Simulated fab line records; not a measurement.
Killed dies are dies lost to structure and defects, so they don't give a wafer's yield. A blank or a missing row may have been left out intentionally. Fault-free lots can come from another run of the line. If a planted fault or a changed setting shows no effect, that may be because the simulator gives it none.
Check of tool commonality -- flow gf180mcu -- Sampled: 12 lots, 36 wafers

## WHY IT WAS OPENED
At GF_HV_LDD_TW_MEAS_50 the reading HV_LDD_4_TW is flagged on 2 of 12 lots. Wafers without a fault read 567, standard deviation 4.8.
Rule: a lot gets a flag if all its wafers with a number sit over 4 standard deviations from that mean, or if no wafer of it has a number. All remaining lots are regarded as sound.

lot,measured,on,"HV_LDD_4_TW, wafer by wafer",flag
L192,day 13 08:26,film-metro-03,569 562 565,
L194,day 13 15:28,film-metro-02,566 570 564,
L195,day 13 23:45,film-metro-01,560 562 562,
L196,day 14 04:26,film-metro-02,575 573 572,
L197,day 14 19:03,film-metro-01,561 563 560,
L198,day 15 05:38,film-metro-02,576 570 573,
L199,day 15 10:03,film-metro-01,497 493 499,FLAGGED
L200,day 15 18:18,film-metro-01,494 496 496,FLAGGED
L209,day 18 18:23,film-metro-01,557 561 562,
L210,day 19 01:30,film-metro-02,567 568 568,
L211,day 19 09:35,film-metro-02,567 567 570,
L213,day 20 01:31,film-metro-01,567 569 566,
Average over the flagged lots: 496; offset from the usual -71, equal to -15 standard deviations.

## WHICH TOOL RAN EACH LOT
The record holds 3 process steps before the reading, out of a route of 602 steps. Every cell lists first the tool, next ch and the chambers used by the sampled wafers, and last the start.
lot,flag,GF_HV_LDD_STRIP_22,GF_HV_LDD_IMPLANT_48,GF_HV_LDD_STRIP_49
L192,,"plasma-asher-02 ch 0,1, day 11 17:13","implanter-01 ch 0, day 13 08:12","plasma-asher-04 ch 0,1, day 13 08:20"
L194,,"plasma-asher-01 ch 0,1, day 11 23:10","implanter-02 ch 0, day 13 15:13","plasma-asher-02 ch 0,1, day 13 15:22"
L195,,"plasma-asher-04 ch 0,1, day 12 06:24","implanter-03 ch 0, day 13 23:33","plasma-asher-01 ch 0,1, day 13 23:39"
L196,,"plasma-asher-04 ch 0,1, day 12 11:57","implanter-02 ch 0, day 14 04:12","plasma-asher-04 ch 1, day 14 04:19"
L197,,"plasma-asher-02 ch 0,1, day 13 00:32","implanter-03 ch 0, day 14 18:48","plasma-asher-04 ch 0,1, day 14 18:57"
L198,,"plasma-asher-01 ch 0,1, day 13 10:00","implanter-01 ch 0, day 15 05:23","plasma-asher-04 ch 0,1, day 15 05:32"
L199,FLAGGED,"plasma-asher-01 ch 0,1, day 13 14:46","implanter-03 ch 0, day 15 09:48","plasma-asher-04 ch 0,1, day 15 09:57"
L200,FLAGGED,"plasma-asher-01 ch 0,1, day 13 22:24","implanter-03 ch 0, day 15 18:03","plasma-asher-02 ch 0,1, day 15 18:12"
L209,,"plasma-asher-01 ch 0,1, day 16 18:44","implanter-01 ch 0, day 18 18:08","plasma-asher-04 ch 0,1, day 18 18:16"
L210,,"plasma-asher-04 ch 0,1, day 17 02:50","implanter-03 ch 0, day 19 01:15","plasma-asher-01 ch 0,1, day 19 01:24"
L211,,"plasma-asher-02 ch 0,1, day 17 09:29","implanter-03 ch 0, day 19 09:21","plasma-asher-02 ch 0,1, day 19 09:29"
L213,,"plasma-asher-01 ch 0,1, day 18 01:16","implanter-03 ch 0, day 20 01:18","plasma-asher-04 ch 0,1, day 20 01:26"
What the steps here do:
- GF_HV_LDD_STRIP_22: strips in O2/N2.
- GF_HV_LDD_IMPLANT_48
- GF_HV_LDD_STRIP_49: strips in O2/N2.
- GF_HV_LDD_TW_MEAS_50

## FLAGGED OVER TOTAL, TOOL BY TOOL (the gauges that took the reading come last)
step,tool,lots run,flagged,share of the flagged lots,sound lots run after its first flagged lot
GF_HV_LDD_STRIP_22,plasma-asher-01,6,2,all,"2 (L209,L213)"
GF_HV_LDD_STRIP_22,plasma-asher-02,3,0,none,-
GF_HV_LDD_STRIP_22,plasma-asher-04,3,0,none,-
GF_HV_LDD_IMPLANT_48,implanter-01,3,0,none,-
GF_HV_LDD_IMPLANT_48,implanter-02,2,0,none,-
GF_HV_LDD_IMPLANT_48,implanter-03,7,2,all,"3 (L210,L211,L213)"
GF_HV_LDD_STRIP_49,plasma-asher-01,2,0,none,-
GF_HV_LDD_STRIP_49,plasma-asher-02,3,1,some,1 (L211)
GF_HV_LDD_STRIP_49,plasma-asher-04,7,1,some,"2 (L209,L213)"
GF_HV_LDD_TW_MEAS_50,film-metro-01,6,2,all,"2 (L209,L213)"
GF_HV_LDD_TW_MEAS_50,film-metro-02,5,0,none,-
GF_HV_LDD_TW_MEAS_50,film-metro-03,1,0,none,-

## WHAT IS ALLOWED BY THE TABLE
plasma-asher-01 at GF_HV_LDD_STRIP_22, implanter-03 at GF_HV_LDD_IMPLANT_48 and film-metro-01 at GF_HV_LDD_TW_MEAS_50: these 3 rows of the table ran every flagged lot.
- plasma-asher-01 at GF_HV_LDD_STRIP_22: 2 of its 6 lots flagged. Sound lots ran on it after the first flagged one (L209, L213), which a lasting fault on the whole tool wouldn't allow.
- implanter-03 at GF_HV_LDD_IMPLANT_48: 2 of its 7 lots flagged. Sound lots ran on it after the first flagged one (L210, L211, L213), which a lasting fault on the whole tool wouldn't allow. Its own readings lie more than 4 standard deviations out on every wafer of the flagged lots: dose-ions-cm2, faraday-current-uA.
- film-metro-01 at GF_HV_LDD_TW_MEAS_50: 2 of its 6 lots flagged. Sound lots ran on it after the first flagged one (L209, L213), which a lasting fault on the whole tool wouldn't allow.
Every row of the table either missed a flagged lot or ran a sound lot after the first.

## WHAT THE SIMULATOR HAD INSERTED
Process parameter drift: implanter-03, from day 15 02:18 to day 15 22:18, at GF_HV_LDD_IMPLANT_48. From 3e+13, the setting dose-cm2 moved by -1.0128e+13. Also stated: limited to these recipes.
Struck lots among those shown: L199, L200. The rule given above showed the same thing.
